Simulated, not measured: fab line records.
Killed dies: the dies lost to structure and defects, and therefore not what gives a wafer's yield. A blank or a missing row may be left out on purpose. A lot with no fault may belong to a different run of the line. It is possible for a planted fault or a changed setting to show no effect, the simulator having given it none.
fab line records -- flow sky130
[record] lots = 12, wafers = 36, last_day = 50
route steps=708 shown NWELL@67 VT_ADJUST_HVTP@92 VT_ADJUST_LVTN@105 PAD_OPEN@708
lots untouched by any fault: they come from a run of this same line in which no faults occurred
start_h: hours from the record's opening day to when the first of the lot's shown wafers began -- wait_h: hours since the lot's step before -- " repeats the value in the row above -- L1.1+2: one row covering several wafers at once -- - value missing, or start not given -- * or withheld: withheld -- < > ~ a bound
route shown NAME@n: a module of which the file shows steps, and the number in the route of the first -- usual: average and standard deviation across the fault-free wafers -- same: alike in all rows -- chamber/n: place in a boat -- sites: the reading at each site -- _std_site: standard deviation across them -- _edge_site: outer sites' mean less inner sites' -- radius_mm: for every site, how far away it sits from the centre of the wafer -- mask NAME#n: copy n -- behind: the most recent tool/chamber to have shaped the wafer -- hold: why the lot went on hold/how many hours it stayed there/how the hold came to an end -- device: the transistor (n, p or np) that didn't switch -- end of line: the route-end tests of the same wafers -- step lacking rows: just its recipe -- killed: not the wafer's yield, but the dies lost to structure and defects at the first sort -- map: per-die view of a wafer (x killed, . not killed, _ where there is no die)
set.NAME: the run value of the setting; set.NAME@STEP: its run value at that earlier step -- model.NAME: the simulator's own value behind a step, which no gauge read
the route's steps for a sample of lots (tables are steps, rows are wafers)
services: from which hour (start_h, from the record's first day; less than 0 if before it) a tool's chamber was out of use, for how many hours, and why
[[steps]]
[step SKY_NWELL_STRIP_14]
[recipe] chemistry = O2/N2, power_w = 1400, pressure_mtorr = 1500, platen_temp_c = withheld, o2_flow_sccm = 3000, n2_flow_sccm = 300, overash_fraction = 0.5
[usual] drypump_motor_current_A = 5.53/0.27, oes_product_au = 0.722/0.0044, strip_time_to_endpoint_s = 36.99/0.1
lot.wafer,tool,chamber,start_h,wait_h,drypump_motor_current_A,oes_product_au,rf_hours_counter_h,strip_time_to_endpoint_s
L623.1,plasma_asher-04,0,84.83,0.1,5.64,0.721,27,36.98
L623.3,plasma_asher-04,0,84.83,0.1,5.64,0.715,-,37.05
L623.5,plasma_asher-04,1,84.83,0.1,5.04,0.728,-,37.16
L624.2,plasma_asher-01,0,91.43,0.1,5.47,0.724,39,36.99
L624.3,plasma_asher-01,0,91.43,0.1,5.45,0.720,-,37.01
L624.5,plasma_asher-01,1,91.43,0.1,5.48,0.723,-,37.08
L626.1,plasma_asher-01,1,101.33,0.1,5.46,0.721,41,36.85
L626.5,plasma_asher-01,1,101.33,0.1,5.45,0.723,-,36.88
L626.6,plasma_asher-01,0,101.33,0.1,5.45,0.720,-,36.78
L627.1,plasma_asher-03,0,110.09,0.1,5.95,0.725,43,37.12
L627.3,plasma_asher-03,1,110.09,0.1,5.54,0.727,-,37.07
L627.5,plasma_asher-03,1,110.09,0.1,5.57,0.722,-,37.18
L628.3,plasma_asher-03,0,114.47,0.1,6.01,0.723,-,37.16
L628.4,plasma_asher-03,1,114.47,0.1,5.50,0.727,-,37.07
L628.6,plasma_asher-03,0,114.47,0.1,5.98,0.721,-,37.06
L629.1,plasma_asher-01,0,121.03,0.1,5.46,0.725,0,37.05
L629.2,plasma_asher-01,1,121.03,0.1,5.49,0.721,0,37.12
L629.4,plasma_asher-01,1,121.03,0.1,5.51,0.721,-,36.97
L633.3,plasma_asher-01,1,141.92,0.1,5.44,0.721,-,37.01
L633.5,plasma_asher-01,1,141.92,0.1,5.49,0.719,-,36.90
L633.6,plasma_asher-01,0,141.92,0.1,5.44,0.717,-,36.91
L634.1,plasma_asher-01,0,153.28,0.1,5.44,0.730,4,36.83
L634.5,plasma_asher-01,0,153.28,0.1,5.47,0.719,-,36.92
L634.6,plasma_asher-01,1,153.28,0.1,5.45,0.728,-,36.91
L635.1,plasma_asher-01,1,158.88,0.1,5.49,0.726,4,36.87
L635.3,plasma_asher-01,1,158.88,0.1,5.52,0.727,-,36.93
L635.6,plasma_asher-01,1,158.88,0.1,5.49,0.719,-,36.95
L636.1,plasma_asher-03,0,167.83,0.1,5.95,0.724,49,36.96
L636.3,plasma_asher-03,0,167.83,0.1,6.00,0.721,-,36.92
L636.5,plasma_asher-03,1,167.83,0.1,5.50,0.721,-,36.97
L643.2,plasma_asher-03,0,206.93,0.1,6.00,0.728,53,36.82
L643.3,plasma_asher-03,1,206.93,0.1,5.56,0.711,-,36.80
L643.4,plasma_asher-03,0,206.93,0.1,5.98,0.727,-,36.85
L646.1,plasma_asher-03,1,220.45,0.1,5.53,0.720,54,36.87
L646.2,plasma_asher-03,0,220.45,0.1,6.02,0.713,54,36.88
L646.3,plasma_asher-03,0,220.45,0.1,5.97,0.729,-,36.96
[step SKY_NWELL_RTA_28]
[recipe] temp_c = 1050, time_s = 30, idle_temp_c = 650, ramp_up_c_per_s = 150, ramp_down_c_per_s = 90, ambient = N2
[usual] lamp_power_pct = 25.30/0.055, wafer_temp_C_max = 1054.9/0.98
lot.wafer,tool,chamber,start_h,wait_h,lamp_power_pct,wafer_temp_C_max
L623.1,rtp_anneal-01,0,102.07,0.0,25.39,1055.7
L623.3,rtp_anneal-01,0,102.07,0.0,25.37,1056.1
L623.5,rtp_anneal-01,0,102.07,0.0,25.32,1053.8
L624.2,rtp_anneal-01,0,108.88,0.0,25.35,1054.6
L624.3,rtp_anneal-01,0,108.88,0.0,25.16,1054.1
L624.5,rtp_anneal-01,0,108.88,0.0,25.21,1054.7
L626.1,rtp_anneal-02,0,120.26,0.0,25.28,1055.5
L626.5,rtp_anneal-02,0,120.26,0.0,25.32,1054.3
L626.6,rtp_anneal-02,0,120.26,0.0,25.31,1057.0
L627.1,rtp_anneal-01,0,128.74,0.0,25.32,1054.7
L627.3,rtp_anneal-01,0,128.74,0.0,25.27,1055.6
L627.5,rtp_anneal-01,0,128.74,0.0,25.16,1054.0
L628.3,rtp_anneal-01,0,133.63,0.0,25.43,1057.3
L628.4,rtp_anneal-01,0,133.63,0.0,25.28,1056.3
L628.6,rtp_anneal-01,0,133.63,0.0,25.28,1054.1
L629.1,rtp_anneal-02,0,140.54,0.0,25.34,1055.5
L629.2,rtp_anneal-02,0,140.54,0.0,25.42,1055.8
L629.4,rtp_anneal-02,0,140.54,0.0,25.24,1052.8
L633.3,rtp_anneal-02,0,161.98,0.0,25.25,1054.9
L633.5,rtp_anneal-02,0,161.98,0.0,25.33,1054.8
L633.6,rtp_anneal-02,0,161.98,0.0,25.30,1056.6
L634.1,rtp_anneal-01,0,173.70,0.0,25.19,1054.5
L634.5,rtp_anneal-01,0,173.70,0.0,25.29,1055.2
L634.6,rtp_anneal-01,0,173.70,0.0,25.31,1054.7
L635.1,rtp_anneal-01,0,179.96,0.0,25.24,1053.9
L635.3,rtp_anneal-01,0,179.96,0.0,25.34,1055.8
L635.6,rtp_anneal-01,0,179.96,0.0,25.27,1053.8
L636.1,rtp_anneal-02,0,189.09,0.0,25.31,1053.1
L636.3,rtp_anneal-02,0,189.09,0.0,25.43,1055.4
L636.5,rtp_anneal-02,0,189.09,0.0,25.32,1054.4
L643.2,rtp_anneal-01,0,229.61,0.0,25.41,1054.9
L643.3,rtp_anneal-01,0,229.61,0.0,25.42,1056.0
L643.4,rtp_anneal-01,0,229.61,0.0,25.38,1055.6
L646.1,rtp_anneal-02,0,242.69,0.0,25.29,1053.1
L646.2,rtp_anneal-02,0,242.69,0.0,25.22,1054.1
L646.3,rtp_anneal-02,0,242.69,0.0,25.26,1056.7
[step SKY_VT_ADJUST_HVTP_CD_MEAS_07]
[recipe] target_cd_nm = 380
[usual] cd_nm = 380.8/2.2
lot.wafer,tool,chamber,start_h,wait_h,cd_nm
L623.1,cd_sem-01,-,120.55,0.1,380.7
L623.3,cd_sem-01,-,120.55,0.1,379.8
L623.5,cd_sem-01,-,120.55,0.1,382.5
L624.2,cd_sem-02,-,127.14,0.1,384.3
L624.3,cd_sem-02,-,127.14,0.1,384.7
L624.5,cd_sem-02,-,127.14,0.1,385.3
L626.1,cd_sem-02,-,139.10,0.1,385.8
L626.5,cd_sem-02,-,139.10,0.1,383.1
L626.6,cd_sem-02,-,139.10,0.1,383.9
L627.1,cd_sem-01,-,148.47,0.1,382.7
L627.3,cd_sem-01,-,148.47,0.1,380.9
L627.5,cd_sem-01,-,148.47,0.1,381.1
L628.3,cd_sem-01,-,152.94,0.1,380.7
L628.4,cd_sem-01,-,152.94,0.1,378.9
L628.6,cd_sem-01,-,152.94,0.1,383.6
L629.1,cd_sem-01,-,160.60,0.1,381.0
L629.2,cd_sem-01,-,160.60,0.1,382.6
L629.4,cd_sem-01,-,160.60,0.1,381.0
L633.3,cd_sem-02,-,183.01,0.1,378.4
L633.5,cd_sem-02,-,183.01,0.1,377.9
L633.6,cd_sem-02,-,183.01,0.1,377.8
L634.1,cd_sem-01,-,195.55,0.1,379.8
L634.5,cd_sem-01,-,195.55,0.1,382.0
L634.6,cd_sem-01,-,195.55,0.1,379.9
L635.1,cd_sem-01,-,201.55,0.1,381.9
L635.3,cd_sem-01,-,201.55,0.1,382.1
L635.6,cd_sem-01,-,201.55,0.1,381.5
L636.1,cd_sem-01,-,210.82,0.1,378.3
L636.3,cd_sem-01,-,210.82,0.1,377.3
L636.5,cd_sem-01,-,210.82,0.1,376.5
L643.2,cd_sem-01,-,251.77,0.1,381.7
L643.3,cd_sem-01,-,251.77,0.1,380.6
L643.4,cd_sem-01,-,251.77,0.1,380.7
L646.1,cd_sem-01,-,265.70,0.1,381.1
L646.2,cd_sem-01,-,265.70,0.1,379.7
L646.3,cd_sem-01,-,265.70,0.1,381.9
[step SKY_VT_ADJUST_LVTN_IMPLANT_08]
[recipe] species = B, energy_kev = 30.31, dose_cm2 = 1.57e+12, tilt_deg = withheld
[usual] dose_ions_cm2 = 1.57e+12/1.8e+09, faraday_current_uA = 8.84/0.18
lot.wafer,tool,chamber,start_h,wait_h,dose_ions_cm2,faraday_current_uA
L623.1,implanter-03,0,139.83,0.0,1.5675e+12,8.95
L623.3,implanter-03,0,139.83,0.0,1.5704e+12,8.86
L623.5,implanter-03,0,139.83,0.0,1.5687e+12,8.82
L624.2,implanter-01,0,146.21,0.0,1.5664e+12,8.78
L624.3,implanter-01,0,146.21,0.0,1.5685e+12,9.07
L624.5,implanter-01,0,146.21,0.0,1.5679e+12,8.91
L626.1,implanter-01,0,159.14,0.0,1.5679e+12,8.66
L626.5,implanter-01,0,159.14,0.0,1.5695e+12,8.87
L626.6,implanter-01,0,159.14,0.0,1.5694e+12,8.77
L627.1,implanter-02,0,168.94,0.0,1.5715e+12,9.08
L627.3,implanter-02,0,168.94,0.0,1.5686e+12,8.95
L627.5,implanter-02,0,168.94,0.0,1.57e+12,8.90
L628.3,implanter-01,0,173.85,0.1,1.5701e+12,8.60
L628.4,implanter-01,0,173.85,0.1,1.5673e+12,8.58
L628.6,implanter-01,0,173.85,0.1,1.5691e+12,8.63
L629.1,implanter-03,0,181.55,0.0,1.5694e+12,8.80
L629.2,implanter-03,0,181.55,0.0,1.5713e+12,8.62
L629.4,implanter-03,0,181.55,0.0,1.5709e+12,8.86
L633.3,implanter-02,0,204.93,0.1,1.5736e+12,8.68
L633.5,implanter-02,0,204.93,0.1,1.572e+12,8.94
L633.6,implanter-02,0,204.93,0.1,1.5716e+12,8.88
L634.1,implanter-03,0,217.59,0.0,1.992e+12,11.57
L634.5,implanter-03,0,217.59,0.0,1.99e+12,11.06
L634.6,implanter-03,0,217.59,0.0,1.994e+12,10.96
L635.1,implanter-01,0,223.79,0.0,1.5694e+12,8.45
L635.3,implanter-01,0,223.79,0.0,1.5699e+12,8.80
L635.6,implanter-01,0,223.79,0.0,1.5695e+12,8.77
L636.1,implanter-03,0,233.19,0.0,1.9878e+12,11.56
L636.3,implanter-03,0,233.19,0.0,1.9866e+12,10.71
L636.5,implanter-03,0,233.19,0.0,1.9896e+12,11.14
L643.2,implanter-01,0,275.41,0.0,1.5691e+12,8.98
L643.3,implanter-01,0,275.41,0.0,1.572e+12,8.97
L643.4,implanter-01,0,275.41,0.0,1.5712e+12,9.20
L646.1,implanter-01,0,291.20,0.0,1.5696e+12,9.07
L646.2,implanter-01,0,291.20,0.0,1.5689e+12,8.71
L646.3,implanter-01,0,291.20,0.0,1.5694e+12,8.76
[step SKY_VT_ADJUST_LVTN_TW_MEAS_10]
[usual] VT_ADJUST_LVTN_TW = 241.2/1.1
lot.wafer,tool,chamber,start_h,wait_h,hold,VT_ADJUST_LVTN_TW
L623.1,film_metro-03,-,140.08,0.1,-,239.8
L623.3,film_metro-03,-,140.08,0.1,-,239.2
L623.5,film_metro-03,-,140.08,0.1,-,240.0
L624.2,film_metro-01,-,146.45,0.1,-,240.3
L624.3,film_metro-01,-,146.45,0.1,-,240.8
L624.5,film_metro-01,-,146.45,0.1,-,241.5
L626.1,film_metro-04,-,159.39,0.1,-,241.1
L626.5,film_metro-04,-,159.39,0.1,-,241.0
L626.6,film_metro-04,-,159.39,0.1,-,240.0
L627.1,film_metro-03,-,169.19,0.1,-,240.6
L627.3,film_metro-03,-,169.19,0.1,-,241.1
L627.5,film_metro-03,-,169.19,0.1,-,240.8
L628.3,film_metro-01,-,174.07,0.1,-,242.1
L628.4,film_metro-01,-,174.07,0.1,-,242.6
L628.6,film_metro-01,-,174.07,0.1,-,241.0
L629.1,film_metro-01,-,181.80,0.1,-,241.7
L629.2,film_metro-01,-,181.80,0.1,-,240.7
L629.4,film_metro-01,-,181.80,0.1,-,240.8
L633.3,film_metro-03,-,205.15,0.1,-,242.4
L633.5,film_metro-03,-,205.15,0.1,-,242.3
L633.6,film_metro-03,-,205.15,0.1,-,240.6
L634.1,film_metro-04,-,217.84,0.1,await_dispo/0.2h/release,261.2
L634.5,film_metro-04,-,217.84,0.1,await_dispo/0.2h/release,260.6
L634.6,film_metro-04,-,217.84,0.1,await_dispo/0.2h/release,259.8
L634.1,film_metro-04,-,218.06,0.2,-,259.1
L634.5,film_metro-04,-,218.06,0.2,-,260.6
L634.6,film_metro-04,-,218.06,0.2,-,260.1
L635.1,film_metro-03,-,224.04,0.1,-,240.2
L635.3,film_metro-03,-,224.04,0.1,-,240.5
L635.6,film_metro-03,-,224.04,0.1,-,240.6
L636.1,film_metro-01,-,233.44,0.1,await_dispo/0.2h/release,259.5
L636.3,film_metro-01,-,233.44,0.1,await_dispo/0.2h/release,260.7
L636.5,film_metro-01,-,233.44,0.1,await_dispo/0.2h/release,258.6
L636.1,film_metro-01,-,233.66,0.2,-,259.6
L636.3,film_metro-01,-,233.66,0.2,-,259.4
L636.5,film_metro-01,-,233.66,0.2,-,261.5
L643.2,film_metro-03,-,275.65,0.1,-,242.2
L643.3,film_metro-03,-,275.65,0.1,-,241.6
L643.4,film_metro-03,-,275.65,0.1,-,240.9
L646.1,film_metro-04,-,291.45,0.1,-,242.4
L646.2,film_metro-04,-,291.45,0.1,-,242.1
L646.3,film_metro-04,-,291.45,0.1,-,243.2
[step SKY_PAD_OPEN_PROBE_99]
[usual] killed_at_M0_to_M3 = 44/7.1, killed_at_M4_up = 3.1/1.9, killed_at_contacts = 25/5.8, killed_at_front_end = 16/4.5, killed_at_other = 0.3/0.52, killed_dies = 88/9.1, killed_open = 48/6.8, killed_short = 39/5.8
[same] gross_dies = 492, killed_at_back_side = 0
lot.wafer,tool,chamber,start_h,wait_h,killed_at_M0_to_M3,killed_at_M4_up,killed_at_contacts,killed_at_front_end,killed_at_other,killed_dies,killed_open,killed_short
L623.1,prober-01,-,1077.41,0.1,39,5,20,15,0,79,40,37
L623.3,prober-01,-,1077.51,0.2,47,0,17,14,0,78,43,35
L623.5,prober-01,-,1077.61,0.2,39,2,17,17,0,75,43,31
L643.2,prober-01,-,1188.01,0.1,36,1,26,16,0,79,43,36
L643.3,prober-01,-,1188.06,0.2,45,2,25,23,0,95,51,44
L643.4,prober-01,-,1188.11,0.2,48,3,27,19,0,97,48,49
// killed by level:class
L623.1 LI_CONTACT:geometric_particle:open=7 VIA2:geometric_particle:open=7 METAL2:geometric_particle:short=7 FIELD_ISO:geometric_particle:short=6 CONTACT:geometric_particle:open=6 VIA3:geometric_particle:open=6 VIA1:geometric_particle:short=4 SPACER:geometric_particle:open=3
L623.3 CONTACT:geometric_particle:open=9 VIA1:geometric_particle:open=8 VIA2:geometric_particle:open=8 METAL1:geometric_particle:short=7 VIA3:geometric_particle:open=7 FIELD_ISO:geometric_particle:open=5 FIELD_ISO:geometric_particle:short=5 METAL2:geometric_particle:short=5
L623.5 FIELD_ISO:geometric_particle:open=8 METAL2:geometric_particle:short=8 VIA1:geometric_particle:open=7 CONTACT:geometric_particle:open=7 VIA3:geometric_particle:open=6 VIA2:geometric_particle:open=5 LI_CONTACT:geometric_particle:open=4 METAL1:geometric_particle:short=4
L643.2 CONTACT:geometric_particle:open=11 POLY_GATE:geometric_particle:short=8 LI_CONTACT:geometric_particle:open=7 VIA1:geometric_particle:open=7 METAL2:geometric_particle:short=5 POLY_GATE:geometric_particle:open=4 VIA1:geometric_particle:short=4 VIA3:geometric_particle:open=4
L643.3 VIA1:geometric_particle:open=11 METAL2:geometric_particle:short=9 LI_CONTACT:geometric_particle:open=9 CONTACT:geometric_particle:open=9 POLY_GATE:geometric_particle:short=7 FIELD_ISO:geometric_particle:open=5 METAL1:geometric_particle:short=5 CONTACT:geometric_particle:short=4
L643.4 VIA1:geometric_particle:open=9 VIA2:geometric_particle:open=8 POLY_GATE:geometric_particle:short=7 LI_CONTACT:geometric_particle:open=7 CONTACT:geometric_particle:open=7 LI_CONTACT:geometric_particle:short=5 LOCAL_INTERCONNECT:geometric_particle:short=5 METAL2:geometric_particle:short=5
[[services]]
tool,chamber,start_h,hours,kind
plasma_asher-01,-,75.30,4.0,repair
plasma_asher-01,-,108.75,9.0,pm
plasma_asher-01,0,108.75,9.0,vent_cycle
plasma_asher-01,1,108.75,9.0,vent_cycle
plasma_asher-01,0,117.75,-,clean
plasma_asher-01,1,117.75,-,clean
plasma_asher-04,-,140.67,2.8,pm
plasma_asher-03,-,142.41,2.2,repair
implanter-03,-,172.46,1.6,repair
plasma_asher-01,-,232.03,2.3,repair
implanter-01,-,232.43,1.1,repair
implanter-01,-,234.06,5.3,pm
implanter-03,-,254.03,4.8,pm
implanter-02,-,269.03,29.5,repair
implanter-03,-,279.79,3.1,repair
implanter-03,-,284.74,1.6,repair
[[key]]
[first_sign] step = SKY_VT_ADJUST_LVTN_IMPLANT_08, reading = dose_ions_cm2, direction = up, sigmas = 99+, usual = *, struck = *
[effect] step = SKY_VT_ADJUST_LVTN_IMPLANT_08, reading = faraday_current_uA, direction = up, sigmas = 13, usual = 8.84, struck = 11.17
[effect] step = SKY_VT_ADJUST_LVTN_TW_MEAS_10, reading = visit, direction = added
[effect] step = SKY_VT_ADJUST_LVTN_TW_MEAS_10, reading = VT_ADJUST_LVTN_TW, direction = up, sigmas = 17, usual = 241.2, struck = 260.1
met_at SKY_VT_ADJUST_LVTN_IMPLANT_08
struck_lots L634,L636
tester_left_out L634,L636
not_acting_at SKY_NWELL_STRIP_14,SKY_NWELL_RTA_28,SKY_VT_ADJUST_HVTP_CD_MEAS_07
onset_between 181.55 217.59
[fault] kind = process_parameter_drift, tool = implanter-03, chamber = -, onset_h = 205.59, steps = SKY_VT_ADJUST_LVTN_IMPLANT_08, channel = dose_cm2, offset = *, shape = step, end_h = 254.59, acts_in = *, stated = *
// tester_left_out: of these lots the tester's yield and bins aren't shown, on N5 and GAA mostly nor the transistor test; their killed dies are dies lost to structure and defects alone, not to doping, threshold or leakage, so they don't give the yield
